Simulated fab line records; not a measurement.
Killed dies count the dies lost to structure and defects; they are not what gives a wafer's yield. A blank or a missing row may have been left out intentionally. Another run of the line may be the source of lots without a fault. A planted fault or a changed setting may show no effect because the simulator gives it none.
One fault through the eyes of 2 desks | flow gf180mcu | only its own numbers are on each desk; what lay behind them is given at the end

## AT THE TOOL OWNER'S DESK: iline-stepper-01
The tool's own readings at GF_PSD_EXPOSE_04 (exposes mask Pplus, target cd 400 nm): means of the sampled wafers that have a number, for each lot that ran on this tool. The brackets show how far a lot's mean lies from the usual mean; more than 4 standard deviations puts the lot out of limits, marked OUT.
Columns: A = exposure-dose-mJ-cm2 at GF_PSD_EXPOSE_04, usual 140.01
lot  | first seen here | A
L783 | day 15 15:08    | 139.89
L798 | day 20 19:27    | 137.26 (-18) OUT
L799 | day 21 00:37    | 137.30 (-18) OUT
This desk's finding: out of limits on L798, L799; first on L798, day 20 19:27 (exposure-dose-mJ-cm2 at GF_PSD_EXPOSE_04). L783: within limits.

## FROM THE METROLOGY DESK
Means of the sampled wafers that have a number, per lot and without regard to the tool the lot ran on: this is what the gauges read. The brackets show how far a lot's mean lies from the usual mean; more than 4 standard deviations puts the lot out of limits, marked OUT.
Columns: A = cd-nm at GF_NSD_CD_MEAS_07, usual 400.1 nm; B = NSD_OVL at GF_NSD_OVL_MEAS_08, usual -0.1 nm; C = NSD_TW at GF_NSD_TW_MEAS_12, usual 4283; D = cd-nm at GF_PSD_CD_MEAS_07, usual 400.9 nm; E = PSD_OVL at GF_PSD_OVL_MEAS_08, usual 0.1 nm
lot  | first seen here | A     | B    | C    | D     | E
L782 | day 14 16:14    | 399.2 | -2.1 | 4242 | 404.8 | 1.1
L783 | day 15 03:22    | 406.1 | 1.1  | 4326 | 398.5 | -0.8
L790 | day 17 12:05    | 397.4 | 0.4  | 4318 | 402.5 | 0.1
L798 | day 20 06:33    | 397.9 | -0.4 | 4207 | 394.4 | -1.0
L799 | day 20 12:04    | 401.1 | 0.1  | 4204 | 397.4 | 0.3
L801 | day 21 03:59    | 396.0 | 0.8  | 4223 | 402.5 | 0.3
This desk's finding: nothing out of limits on any of the 6 lots.

## BROUGHT TOGETHER
At day 20 19:27, on L798, L799, the tool owner's desk was in a position to raise an alarm.
At the metrology desk, nothing out of limits was observed.
The metrology desk has L798, L799 on record, within its limits.
Every lot named ran GF_PSD_EXPOSE_04 on iline-stepper-01.

## WHAT HAD BEEN PUT IN BY THE SIMULATOR
Drift in process parameters on iline-stepper-01 at GF_PSD_EXPOSE_04, starting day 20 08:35. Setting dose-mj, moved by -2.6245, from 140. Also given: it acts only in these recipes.
Shown lots that were struck: L798, L799.
Each desk's first reading out of limits, in hours after the fault started: the tool owner's desk, 11.
